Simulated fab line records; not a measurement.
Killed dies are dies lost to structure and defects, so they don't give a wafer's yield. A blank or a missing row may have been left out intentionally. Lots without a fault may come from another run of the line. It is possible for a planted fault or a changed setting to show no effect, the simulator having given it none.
Struck lot and sound lot, side by side -- flow sky130 -- 15 steps out of a route of 708
Sound: the wafers L407.2, L407.4, L407.6. Struck: wafers L418.2, L418.3, L418.4. The cause comes at the end.
Order at every step that has rows: each side's tool, ch and its chambers, its first start. Under that, the readings that differ: sound wafers -- struck wafers -- difference of the means -- sigmas: that difference in standard deviations of wafers without a fault.
alike: same words and numbers on both sides, and readings whose means sit less than 2 such deviations apart. not compared: any withheld reading, any reading some wafer has no value for, any bound like >300 that may hide the same value, and any number with overlapping values for which the record gives no deviation.
A row with sigmas, a row that says differs or no value, or rows on one side alone: a step with any of these is where the two part. Numbers that don't overlap but have no deviation are shown without sigmas and don't part them. Lack of a reading on every wafer of one side parts them only where that side has two or more wafers.

first, 2 steps without rows for these wafers: SKY_NWELL_IMPLANT_12; SKY_NWELL_IMPLANT_13.
SKY_NWELL_STRIP_14: strips in O2/N2.
  sound on plasma-asher-03 ch 0,1, day 7 06:59; struck on plasma-asher-01 ch 0,1, day 10 11:34
reading,sound,struck,difference,sigmas
strip-time-to-endpoint-s (s),36.92 36.83 36.89,37.13 37.17 37.08,+0.25,+2
  alike: drypump-motor-current-A, oes-product-au
  not compared: rf-hours-counter-h
SKY_NWELL_TW_MEAS_15:
  struck on film-metro-04, day 10 11:41; sound on film-metro-04, day 7 07:05
  alike: NWELL_TW
then, 7 steps without rows for these wafers: SKY_NWELL_DEHYDRATE_16 (time 60 s); SKY_NWELL_HMDS_17 (prime time 60 s); SKY_NWELL_COAT_18 (resist thk 3000 nm); SKY_NWELL_SOFTBAKE_19; SKY_NWELL_EXPOSE_20 (exposes mask NWM COMPLEMENT, target cd 840 nm); SKY_NWELL_PEB_21; SKY_NWELL_DEVELOP_22 (develop time 60 s).
SKY_NWELL_OVL_MEAS_23:
  struck on overlay-01, day 11 10:26; sound on overlay-01, day 8 02:23
reading,sound,struck,difference,sigmas
NWELL_01_OVL (nm),0.2 0.5 0.4,5.2 2.4 6.2,+4.2,+2
SKY_NWELL_IMPLANT_24:
  sound on implanter-01 ch 0, day 8 02:26; struck on implanter-04 ch 0, day 11 10:29
reading,sound,struck,difference,sigmas
beam-energy-keV,140.02 140.00 139.98,160.04 160.04 160.00,+20.03,+99 or more
model.implant.drp-nm (nm),95.47 95.47 95.47,100.6 100.6 100.6,+5.1,
SKY_NWELL_STRIP_25: strips in O2/N2.
  sound on plasma-asher-04 ch 0,1, day 8 02:34; struck on plasma-asher-04 ch 0,1, day 11 10:37
  alike: drypump-motor-current-A, oes-product-au, strip-time-to-endpoint-s
  not compared: rf-hours-counter-h
-- the record jumps here: 40 days lie between the struck wafers' starts before and after (it left off in module NWELL and takes up again in module PAD_OPEN, whose first step shown is number 708 of the route) --
SKY_PAD_OPEN_PROBE_99:
  struck on prober-02, day 51 04:05; sound on prober-01, day 48 15:26
reading,sound,struck,difference,sigmas
killed_at_M4_up,7 6 6,3 0 1,-5,-2
model.etest.res-iso-pwell.rs-ohm-sq,3185 3329 3360,2435 2412 2398,-876,
model.etest.pfet_16v.r-on-ohm-um,1.49e+04 1.512e+04 1.516e+04,1.573e+04 1.56e+04 1.556e+04,+5.700e+02,
model.etest.res-iso-pwell.line-ohm-um,1194 1259 1281,904.5 890.6 892.5,-348.8,
model.etest.tip_n_5v.rs-ohm-sq,1416 1403 1406,1333 1334 1336,-74,
model.etest.res-nwell.width-nm (nm),835.7 839.6 843.1,812.9 810 809.6,-28.6,
model.etest.res-iso-pwell.width-nm (nm),2642 2637 2640,2666 2681 2660,+29,
  alike: killed_at_M0_to_M3, killed-at-contacts, killed-at-front-end, killed-at-other, killed-dies, killed-open, killed-short
  not compared: model.etest.res-deep-nwell.rs-ohm-sq, model.etest.res-deep-nwell.line-ohm-um

## WHERE THEY PART
At SKY_NWELL_STRIP_14 first; at SKY_PAD_OPEN_PROBE_99 last (within this record only).

WHY: the cause the simulator had injected
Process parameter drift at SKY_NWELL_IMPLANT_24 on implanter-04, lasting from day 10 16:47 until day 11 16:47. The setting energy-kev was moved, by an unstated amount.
